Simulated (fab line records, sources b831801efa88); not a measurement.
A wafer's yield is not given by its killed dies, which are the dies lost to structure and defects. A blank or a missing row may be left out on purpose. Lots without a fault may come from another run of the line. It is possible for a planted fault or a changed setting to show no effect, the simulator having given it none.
Commonality check across tools ; flow gf180mcu ; Sampled: 13 lots, 39 wafers

REASON IT WAS OPENED
At GF_POLY_GATE_THK_MEAS_01 the reading POLY_GATE_CVD_00_THK is flagged on 3 of 13 lots. Wafers without a fault read 199.8 nm, standard deviation 1.5.
Rule: a lot is flagged when every wafer of it that has a number lies more than 4 standard deviations from that mean, or none has a number. All remaining lots are regarded as sound.

lot;measured;on;POLY_GATE_CVD_00_THK (nm), wafer by wafer;flag
L708;day 8 14:01;filmMetro-02;201.1 201.4 200.3;
L710;day 9 10:13;filmMetro-03;199.7 199.8 199.8;
L712;day 9 22:18;filmMetro-03;197.6 198.4 198.5;
L713;day 10 03:25;filmMetro-03;199.5 200.4 201.0;
L716;day 10 15:25;filmMetro-01;200.3 201.3 203.1;
L718;day 11 02:35;filmMetro-02;198.1 198.3 197.4;
L724;day 12 22:47;filmMetro-02;201.1 199.9 198.7;
L725;day 13 03:14;filmMetro-03;393.3 395.2 393.7;FLAGGED
L726;day 13 11:54;filmMetro-02;197.8 199.7 197.4;
L727;day 13 21:55;filmMetro-02;394.1 396.2 394.6;FLAGGED
L728;day 14 05:45;filmMetro-01;391.4 391.7 391.5;FLAGGED
L730;day 14 17:50;filmMetro-01;199.6 197.8 197.6;
L729;day 14 17:50;filmMetro-03;199.8 199.3 199.9;
Averaged over the flagged lots the numbers come to 393.5 nm, +193.7 nm from the usual (+99 or more standard deviations).

WHICH TOOL RAN EACH LOT
The record holds 1 process step before the reading, out of a route of 602 steps. Read each cell as the tool, then ch plus the chambers that the sampled wafers visited, then the start.
lot;flag;GF_POLY_GATE_CVD_00
L708;;lpcvd-01 ch 0, day 8 12:41
L710;;lpcvd-01 ch 1, day 9 08:53
L712;;lpcvd-01 ch 0, day 9 20:58
L713;;lpcvd-02 ch 0, day 10 02:02
L716;;lpcvd-01 ch 0, day 10 14:04
L718;;lpcvd-01 ch 1, day 11 01:15
L724;;lpcvd-02 ch 0, day 12 21:27
L725;FLAGGED;lpcvd-02 ch 1, day 13 01:54
L726;;lpcvd-01 ch 0, day 13 10:34
L727;FLAGGED;lpcvd-02 ch 1, day 13 20:35
L728;FLAGGED;lpcvd-02 ch 0, day 14 04:25
L730;;lpcvd-01 ch 0, day 14 16:29
L729;;lpcvd-01 ch 0, day 14 16:29
What the steps here do:
- GF_POLY_GATE_CVD_00: deposits poly-Si, target thk 200 nm, time 1200 s.
- GF_POLY_GATE_THK_MEAS_01

FLAGGED OVER TOTAL, TOOL BY TOOL (the gauges that took the reading come last)
step;tool;lots run;flagged;share of the flagged lots;sound lots run after its first flagged lot
GF_POLY_GATE_CVD_00;lpcvd-01;8;0;none;-
GF_POLY_GATE_CVD_00;lpcvd-02;5;3;all;0
GF_POLY_GATE_THK_MEAS_01;filmMetro-01;3;1;some;1 (L730)
GF_POLY_GATE_THK_MEAS_01;filmMetro-02;5;1;some;0
GF_POLY_GATE_THK_MEAS_01;filmMetro-03;5;1;some;1 (L729)

WHAT THE TABLE PERMITS
1 row of the table ran every flagged lot: lpcvd-02 at GF_POLY_GATE_CVD_00.
- lpcvd-02 at GF_POLY_GATE_CVD_00 ran 5 lots, 3 of them flagged. Last sound lot L724 at day 12 21:27, first flagged lot L725 at day 13 01:54; a fault beginning in between fits. Its own readings (spikeTcBottomC, spikeTcCentreC, spikeTcLowerC, spikeTcTopC, spikeTcUpperC, susceptorTempC, zonePowerCentrePct) fall more than 4 standard deviations out on all wafers of the flagged lots.
Left over: one tool, lpcvd-02 at GF_POLY_GATE_CVD_00.

WHAT HAD BEEN PUT IN BY THE SIMULATOR
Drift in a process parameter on lpcvd-02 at GF_POLY_GATE_CVD_00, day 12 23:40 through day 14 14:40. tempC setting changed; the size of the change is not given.
Shown lots that were struck: L725, L727, L728. The rule above found the same.
